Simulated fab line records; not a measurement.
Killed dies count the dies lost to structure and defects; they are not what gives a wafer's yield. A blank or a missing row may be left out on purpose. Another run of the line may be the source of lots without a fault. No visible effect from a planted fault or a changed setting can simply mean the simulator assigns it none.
What tool caused it?    flow gf180mcu    11 lots, 32 wafers sampled, at 6 steps of a route of 602

## WHAT EACH GAUGE READ, for each wafer
GF_M4_CD_MEAS_14: the cd target is 280 nm. Usual: cd nm reads 279.7 nm (standard deviation 1.1).
lot   measured      on         cd nm (nm)         flag
L794  day 23 09:14  cd sem-01  279.6 280.6 280.4  
L796  day 24 01:17  cd sem-02  280.1 279.5 279.4  
L797  day 24 14:00  cd sem-01  278.4 277.7 277.8  
L798  day 24 20:56  cd sem-01  278.6 278.7 277.9  
L800  day 25 11:49  cd sem-02  277.9 278.8        
L809  day 28 10:39  cd sem-02  279.1 280.1 279.9  
L811  day 28 23:38  cd sem-02  280.2 281.1 280.0  
L813  day 29 12:08  cd sem-01  280.3 279.9 280.1  
L814  day 29 16:54  cd sem-01  278.8 279.8 280.5  
L815  day 30 05:09  cd sem-02  280.0 280.7 280.6  
L817  day 30 16:49  cd sem-02  280.1 282.1 280.5  

GF_V5_RS_MEAS_24: measures by four-point-probe. Usual: for V5_W_RS the level is 0.329 ohm/sq and the standard deviation is 0.0034.
lot   measured      on             V5_W_RS (ohm/sq)   flag
L794  day 27 05:47  film metro-03  0.323 0.325 0.324  
L796  day 27 21:38  film metro-02  0.328 0.327 0.337  
L797  day 28 08:39  film metro-03  0.217 0.330 0.331  OFF
L798  day 28 13:31  film metro-04  0.331 0.325 0.329  
L800  day 29 02:09  film metro-02  0.216 0.215        OFF
L809  day 31 18:53  film metro-02  0.332 0.324 0.326  
L811  day 32 05:34  film metro-04  0.330 0.337 0.332  
L813  day 32 17:13  film metro-02  0.323 0.323 0.322  
L814  day 32 21:09  film metro-03  0.328 0.324 0.329  
L815  day 33 07:31  film metro-04  0.326 0.328 0.327  
L817  day 33 18:03  film metro-03  0.328 0.333 0.330  

GF_V5_THK_MEAS_25: measures by xrf. Usual: for V5_W_THK the level is 340 nm and the standard deviation is 5.2.
lot   measured      on             V5_W_THK (nm)  flag
L794  day 27 05:53  film metro-03  341 343 339    
L796  day 27 21:44  film metro-02  342 342 331    
L797  day 28 08:45  film metro-03  508 339 336    OFF
L798  day 28 13:38  film metro-04  335 339 334    
L800  day 29 02:16  film metro-02  522 523        OFF
L809  day 31 19:00  film metro-02  343 350 347    
L811  day 32 05:40  film metro-04  337 330 333    
L813  day 32 17:20  film metro-02  348 351 349    
L814  day 32 21:15  film metro-03  340 343 340    
L815  day 33 07:38  film metro-04  339 335 337    
L817  day 33 18:10  film metro-03  341 336 338    

## TOOL THAT RAN EACH LOT (tool first, then ch and the chambers of the sampled wafers, then the start)
lot   GF_V2_SPUTTER_21              GF_M4_SPUTTER_00              GF_V5_CVD_23
L794  pvd sputter-02, day 20 06:55  pvd sputter-03, day 22 09:59  cvd w-02 ch 0, day 27 05:39
L796  pvd sputter-04, day 20 23:54  pvd sputter-03, day 23 02:26  cvd w-02 ch 0,1, day 27 21:30
L797  pvd sputter-04, day 21 13:02  pvd sputter-03, day 23 15:38  cvd w-02 ch 0,1, day 28 08:25
L798  pvd sputter-02, day 21 19:41  pvd sputter-01, day 23 22:24  cvd w-01 ch 0,1, day 28 13:23
L800  pvd sputter-02, day 22 12:29  pvd sputter-02, day 24 13:47  cvd w-02 ch 1, day 29 02:02
L809  pvd sputter-04, day 25 17:23  pvd sputter-03, day 27 15:01  cvd w-01 ch 0,1, day 31 18:46
L811  pvd sputter-04, day 26 07:17  pvd sputter-02, day 28 03:51  cvd w-01 ch 0,1, day 32 05:26
L813  pvd sputter-04, day 26 21:13  pvd sputter-03, day 28 16:57  cvd w-02 ch 0,1, day 32 17:06
L814  pvd sputter-03, day 27 02:41  pvd sputter-02, day 28 22:11  cvd w-01 ch 0,1, day 32 21:02
L815  pvd sputter-02, day 27 11:11  pvd sputter-03, day 29 06:27  cvd w-02 ch 0,1, day 33 07:23
L817  pvd sputter-04, day 28 04:08  pvd sputter-02, day 29 22:29  cvd w-02 ch 0,1, day 33 17:56
- GF_V2_SPUTTER_21: material Ti, target thk 15 nm, time 80.02 s.
- GF_M4_SPUTTER_00: material Ti, target thk 37.5 nm, time 150 s.
- GF_V5_CVD_23: deposits W, target thk 350 nm, time 104.9 s.

## AS READ BY THE TOOLS THEMSELVES (means over the sampled wafers that have a number; for cases with no such wafer, the mark the record gives instead)
GF_V2_SPUTTER_21. Usual: throttle valve pct reads 30.2 % (standard deviation 0.96).
lot   tool            throttle valve pct (%)  flag
L794  pvd sputter-02  29.9                    
L796  pvd sputter-04  30.2                    
L797  pvd sputter-04  29.8                    
L798  pvd sputter-02  29.6                    
L800  pvd sputter-02  30.5                    
L809  pvd sputter-04  30.3                    
L811  pvd sputter-04  30.3                    
L813  pvd sputter-04  30.8                    
L814  pvd sputter-03  29.9                    
L815  pvd sputter-02  29.8                    
L817  pvd sputter-04  30.8                    

GF_M4_SPUTTER_00. Usual: throttle valve pct reads 30.2 % (standard deviation 0.9).
lot   tool            throttle valve pct (%)  flag
L794  pvd sputter-03  30.3                    
L796  pvd sputter-03  29.9                    
L797  pvd sputter-03  30.2                    
L798  pvd sputter-01  30.6                    
L800  pvd sputter-02  30.1                    
L809  pvd sputter-03  30.3                    
L811  pvd sputter-02  29.3                    
L813  pvd sputter-03  29.6                    
L814  pvd sputter-02  30.6                    
L815  pvd sputter-03  30.7                    
L817  pvd sputter-02  30.3                    

GF_V5_CVD_23. Usual: heater power outer w 569 W, standard deviation 58; heater power w 881 W, standard deviation 56.
lot   tool      heater power outer w (W)  heater power w (W)  flag
L794  cvd w-02  509                       826                 
L796  cvd w-02  514                       827                 
L797  cvd w-02  528                       832                 
L798  cvd w-01  637                       924                 
L800  cvd w-02  532                       844                 
L809  cvd w-01  641                       933                 
L811  cvd w-01  605                       946                 
L813  cvd w-02  524                       839                 
L814  cvd w-01  615                       937                 
L815  cvd w-02  516                       830                 
L817  cvd w-02  524                       832                 

## THE ANSWER, worked out from the rows above alone
Rule: take the mean of a lot's wafers that have a number; if it is more than 3 standard deviations from the usual mean, the lot is off. Also off: a lot with no number at a reading for which 4 or more lots have one. All remaining lots with rows at the step are treated as sound. After the gauges, taken in route order, come the tools' own readings; for these a lot's mean is taken, as printed above. At the first step where some lot is off, the reading lying furthest off is the one used; lots without a number count as furthest.
Off: L797, L800, at GF_V5_RS_MEAS_24 (V5_W_RS).
A tool fits if, at a process step before that reading, it ran every lot that is off, and no sound lot after the first of them. Gauges at GF_V5_RS_MEAS_24: tried the same way as those tools. None of those tried fits.

## WHAT THE SIMULATOR HAD INSERTED
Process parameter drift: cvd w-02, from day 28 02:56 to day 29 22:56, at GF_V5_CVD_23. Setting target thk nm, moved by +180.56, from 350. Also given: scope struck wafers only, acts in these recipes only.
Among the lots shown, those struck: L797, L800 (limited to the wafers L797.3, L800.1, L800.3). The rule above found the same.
